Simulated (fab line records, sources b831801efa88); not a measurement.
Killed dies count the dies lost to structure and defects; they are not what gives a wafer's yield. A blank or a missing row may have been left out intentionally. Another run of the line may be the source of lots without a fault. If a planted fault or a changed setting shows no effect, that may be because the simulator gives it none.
Matching of chambers :: flow sky130 :: cmp-02 running SKY_VIA4_CMP_02: 4 sister chambers
The step polishes SiO2. 18 wafers are shown with their chamber, then 9 later ones without.

## EACH WAFER AND ITS CHAMBER
wafer: L451.1
chamber: 3
motor current A (A): 12.9
platen rpm (rpm): 59.99

wafer: L451.3
chamber: 0
motor current A (A): 12.0
platen rpm (rpm): 59.97

wafer: L451.4
chamber: 2
motor current A (A): 12.0
platen rpm (rpm): 60.04

wafer: L455.3
chamber: 3
motor current A (A): 12.4
platen rpm (rpm): 59.99

wafer: L455.4
chamber: 2
motor current A (A): 12.0
platen rpm (rpm): 59.95

wafer: L455.5
chamber: 2
motor current A (A): 11.4
platen rpm (rpm): 59.98

wafer: L456.3
chamber: 2
motor current A (A): 11.4
platen rpm (rpm): 60.04

wafer: L456.5
chamber: 0
motor current A (A): 12.4
platen rpm (rpm): 60.04

wafer: L456.6
chamber: 3
motor current A (A): 12.8
platen rpm (rpm): 60.03

wafer: L457.1
chamber: 1
motor current A (A): 12.6
platen rpm (rpm): 60.00

wafer: L457.2
chamber: 0
motor current A (A): 12.3
platen rpm (rpm): 60.06

wafer: L457.4
chamber: 3
motor current A (A): 13.1
platen rpm (rpm): 60.02

wafer: L458.1
chamber: 2
motor current A (A): 11.1
platen rpm (rpm): 59.98

wafer: L458.3
chamber: 1
motor current A (A): 12.5
platen rpm (rpm): 60.06

wafer: L458.5
chamber: 0
motor current A (A): 12.2
platen rpm (rpm): 59.95

wafer: L460.3
chamber: 2
motor current A (A): 11.5
platen rpm (rpm): 59.99

wafer: L460.4
chamber: 3
motor current A (A): 12.4
platen rpm (rpm): 59.99

wafer: L460.6
chamber: 3
motor current A (A): 12.7
platen rpm (rpm): 59.96

SIGNATURES (averages over the wafers above)
reading: motor current A
chamber 0: 12.225
chamber 1: 12.550
chamber 2: 11.567
chamber 3: 12.717
scatter within a chamber: 0.285

reading: platen rpm
chamber 0: 60.0050
chamber 1: 60.0300
chamber 2: 59.9967
chamber 3: 59.9967
scatter within a chamber: 0.0378
Rule: a wafer's distance from a chamber is the root of the sum, over the readings, of the square of ((its reading less the chamber's mean) divided by the reading's scatter). If the next closest chamber is less than 2 further off than the closest, the wafer can't be placed; otherwise it belongs to the closest. The scatter: the root of (the sum of the squares of (reading less its chamber's mean) over the shown wafers, divided by (wafers less chambers)).

## WAFERS WITHOUT THEIR CHAMBER
wafer: L462.1
motor current A (A): 11.2
platen rpm (rpm): 59.97

wafer: L462.2
motor current A (A): 12.5
platen rpm (rpm): 60.01

wafer: L462.3
motor current A (A): 12.7
platen rpm (rpm): 60.01

wafer: L467.2
motor current A (A): 11.5
platen rpm (rpm): 60.06

wafer: L467.3
motor current A (A): 12.6
platen rpm (rpm): 60.02

wafer: L467.4
motor current A (A): 11.8
platen rpm (rpm): 60.01

wafer: L468.4
motor current A (A): 12.6
platen rpm (rpm): 60.10

wafer: L468.5
motor current A (A): 12.4
platen rpm (rpm): 59.99

wafer: L468.6
motor current A (A): 11.0
platen rpm (rpm): 60.09

## WHICH CHAMBER EACH ONE RAN IN
wafer: L462.1
from the rows above: 2
in truth: 2

wafer: L462.2
from the rows above: can't be placed: 1 or 3 or 0
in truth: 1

wafer: L462.3
from the rows above: can't be placed: 3 or 1 or 0
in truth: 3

wafer: L467.2
from the rows above: can't be placed: 2 or 0
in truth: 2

wafer: L467.3
from the rows above: can't be placed: 1 or 3 or 0
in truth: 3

wafer: L467.4
from the rows above: can't be placed: 2 or 0 or 1
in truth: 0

wafer: L468.4
from the rows above: can't be placed: 1 or 3 or 0
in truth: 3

wafer: L468.5
from the rows above: can't be placed: 0 or 3 or 1
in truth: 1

wafer: L468.6
from the rows above: can't be placed: 2 or 0
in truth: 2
Correct placement for 1 of the 9. From these rows, 8 cannot be placed; in 8 the true chamber is one of the candidates. Number placed wrongly: 0.
